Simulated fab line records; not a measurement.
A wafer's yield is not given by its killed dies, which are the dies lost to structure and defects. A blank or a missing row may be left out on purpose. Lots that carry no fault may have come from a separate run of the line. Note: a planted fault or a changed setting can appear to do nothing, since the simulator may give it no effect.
One fault through the eyes of 2 desks + flow gf180mcu + each desk has only its own numbers; what lay behind them comes last

TOOL OWNER'S DESK, implanter-01
The tool's own readings at GF_HV_LDD_IMPLANT_09: means of the sampled wafers that have a number, for each lot that ran on this tool. If a lot's mean is further than 4 standard deviations from the usual mean, the lot is out of limits and carries the mark OUT (the distance appears in the brackets).
Columns: A = end station pressure torr at GF_HV_LDD_IMPLANT_09, usual 5.44e-06 Torr
| lot  | first seen here | A        |
|------|-----------------|----------|
| L443 | day 9 23:22     | 5.46e-06 |
| L445 | day 10 21:16    | 5.52e-06 |
| L446 | day 11 02:53    | 5.52e-06 |
| L447 | day 11 06:23    | 5.21e-06 |
| L453 | day 13 06:02    | 5.48e-06 |
| L455 | day 13 18:26    | 5.37e-06 |
| L457 | day 14 06:10    | 5.21e-06 |
| L458 | day 14 16:20    | 5.05e-06 |
This desk's verdict: no lot among the 8 shows anything out of limits.

AT THE METROLOGY DESK
What the gauges read for every lot (on any tool): the sampled wafers with a number, averaged. If a lot's mean is further than 4 standard deviations from the usual mean, the lot is out of limits and carries the mark OUT (the distance appears in the brackets).
Columns: A = MVPSD_OVL at GF_MVPSD_OVL_MEAS_07, usual 0.3 nm; B = cd nm at GF_HV_LDD_CD_MEAS_07, usual 399.9 nm; C = HV_LDD_TW at GF_HV_LDD_TW_MEAS_11, usual 2407; D = HV_LDD_RS at GF_HV_LDD_RS_MEAS_53, usual 418.1 ohm/sq
| lot  | first seen here | A    | B     | C               | D               |
|------|-----------------|------|-------|-----------------|-----------------|
| L443 | day 5 02:12     | 0.4  | 401.6 | 2382            | 417.9           |
| L445 | day 5 18:24     | -0.9 | 402.3 | 2426            | 417.3           |
| L446 | day 5 22:42     | -0.5 | 399.2 | 2418            | 418.1           |
| L447 | day 6 01:52     | 1.3  | 399.9 | 2408            | 418.9           |
| L448 | day 6 13:06     | 1.0  | 397.1 | 2424            | 418.3           |
| L449 | day 6 13:27     | 0.6  | 402.3 | 2411            | 418.5           |
| L453 | day 7 17:28     | -1.8 | 397.6 | 2411            | 418.0           |
| L455 | day 7 23:04     | 1.0  | 401.4 | 2338 (-4.3) OUT | 428.4 (+13) OUT |
| L457 | day 8 12:07     | 2.2  | 399.5 | 2342 (-4.1) OUT | 439.1 (+28) OUT |
| L458 | day 8 18:49     | 0.0  | 398.6 | 2371            | 429.2 (+15) OUT |
| L463 | day 10 00:07    | 0.0  | 398.2 | 2431            | 418.0           |
| L464 | day 10 05:51    | 0.9  | 405.4 | 2415            | 417.1           |
| L466 | day 10 18:48    | 0.1  | 400.6 | 2410            | 418.5           |
Per this desk, out of limits: L455, L457, L458; the first was L455, day 13 18:40 (HV_LDD_TW at GF_HV_LDD_TW_MEAS_11). L443, L445, L446, L447, L448, L449, L453, L463, L464, L466 stayed within limits.

BROUGHT TOGETHER
L455, L457, L458 would have let the metrology desk raise an alarm at day 13 18:40.
Nothing out of limits was seen by the tool owner's desk.
Tool owner's desk: L455, L457, L458 on record, inside its limits.
On implanter-01, each named lot ran GF_HV_LDD_IMPLANT_09.

WHAT HAD BEEN PUT IN BY THE SIMULATOR
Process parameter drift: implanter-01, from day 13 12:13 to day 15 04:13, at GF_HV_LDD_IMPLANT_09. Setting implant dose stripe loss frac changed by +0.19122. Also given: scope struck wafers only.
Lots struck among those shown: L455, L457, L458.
Time in hours between the start of the fault and the first out-of-limits reading at each desk: metrology desk, 6.
